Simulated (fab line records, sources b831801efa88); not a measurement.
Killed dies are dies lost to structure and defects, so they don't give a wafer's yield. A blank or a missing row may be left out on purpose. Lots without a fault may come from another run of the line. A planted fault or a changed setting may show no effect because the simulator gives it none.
A struck lot beside a sound one | flow sky130 | 18 steps out of a route of 708
Sound: wafers L138.3, L138.4, L138.6. Struck: wafers L140.1, L140.4, L140.6. The cause comes at the end.
At each step with rows: each side's tool, then ch and its chambers, then its first start. Under that, the readings that differ: sound wafers | struck wafers | difference of the means | sigmas: that difference in standard deviations of wafers without a fault.
alike: readings whose means differ by less than 2 such deviations, and words and numbers that are the same on both sides. not compared: withheld readings, readings that some wafer has no value for, bounds like >300 that may hide the same value, and numbers for which the record gives no deviation and whose values overlap.
The two part at a step that has a row with sigmas, a row that says differs or no value, or rows on one side only. Numbers that don't overlap but have no deviation are shown without sigmas and don't part them. A reading that every wafer of one side lacks parts them only if that side has two wafers or more.

first, 3 steps without rows for these wafers: SKY_VT_ADJUST_NCORE_EXPOSE_04 (exposes mask LVTN COMPLEMENT THIN, target cd 380 nm); SKY_VT_ADJUST_NCORE_PEB_05; SKY_VT_ADJUST_NCORE_DEVELOP_06 (develop time 60 s).
SKY_VT_ADJUST_NCORE_CD_MEAS_07: target cd 380 nm.
  sound on cd_sem-01, day 12 08:45; struck on cd_sem-01, day 13 03:01
  reading    | sound             | struck            | difference | sigmas
  cd_nm (nm) | 383.2 383.7 384.9 | 377.2 378.9 377.1 | -6.2       | -3
SKY_VT_ADJUST_NCORE_OVL_MEAS_08:
  sound on overlay-02, day 12 08:50; struck on overlay-02, day 13 03:08
  alike: VT_ADJUST_NCORE_OVL
then, 1 step without rows for these wafers: SKY_VT_ADJUST_NCORE_IMPLANT_09.
SKY_VT_ADJUST_NCORE_STRIP_10: strips in O2/N2.
  sound on plasma_asher-03 ch 0,1, day 12 09:03; struck on plasma_asher-02 ch 0,1, day 13 03:20
  alike: drypump_motor_current_A, oes_product_au, strip_time_to_endpoint_s
  not compared: rf_hours_counter_h
SKY_VT_ADJUST_NCORE_TW_MEAS_11:
  sound on film_metro-02, day 12 09:08; struck on film_metro-02, day 13 03:26
  alike: VT_ADJUST_NCORE_TW
then, 4 steps without rows for these wafers: SKY_VT_ADJUST_HVTR_DEHYDRATE_00 (time 60 s); SKY_VT_ADJUST_HVTR_HMDS_01 (prime time 60 s); SKY_VT_ADJUST_HVTR_COAT_02 (resist thk 1140 nm); SKY_VT_ADJUST_HVTR_SOFTBAKE_03 (time 60 s).
SKY_VT_ADJUST_HVTR_EXPOSE_04: exposes mask HVTRM, target cd 380 nm.
  sound on iline_stepper-01 ch 0, day 12 22:10; struck on iline_stepper-02 ch 0, day 13 16:40
  reading                                | sound                   | struck               | difference | sigmas
  model.VT_ADJUST_HVTR.overlay_x_nm (nm) | -0.4705 -0.4705 -0.4705 | -105.8 -105.8 -105.8 | -105.3     |
  alike: mask, exposure_dose_mJ_cm2
then, 2 steps without rows for these wafers: SKY_VT_ADJUST_HVTR_PEB_05; SKY_VT_ADJUST_HVTR_DEVELOP_06 (develop time 60 s).
SKY_VT_ADJUST_HVTR_CD_MEAS_07: target cd 380 nm.
  sound on cd_sem-02, day 13 11:06; struck on cd_sem-01, day 14 06:37
  alike: cd_nm
SKY_VT_ADJUST_HVTR_OVL_MEAS_08:
  sound on overlay-02, day 13 11:11; struck on overlay-02, day 14 06:56
  reading                 | sound         | struck               | difference | sigmas
  VT_ADJUST_HVTR_OVL (nm) | -1.8 -0.7 0.6 | -106.0 -107.6 -106.4 | -106.0     | -76
  not compared: hold
SKY_PAD_OPEN_PROBE_99:
  the record has rows for the sound wafers here (prober-01, day 49 14:50) and none for the struck ones

WHERE THEY PART
First at SKY_VT_ADJUST_NCORE_CD_MEAS_07; last, within this record, at SKY_PAD_OPEN_PROBE_99.

WHY: what the simulator had put in
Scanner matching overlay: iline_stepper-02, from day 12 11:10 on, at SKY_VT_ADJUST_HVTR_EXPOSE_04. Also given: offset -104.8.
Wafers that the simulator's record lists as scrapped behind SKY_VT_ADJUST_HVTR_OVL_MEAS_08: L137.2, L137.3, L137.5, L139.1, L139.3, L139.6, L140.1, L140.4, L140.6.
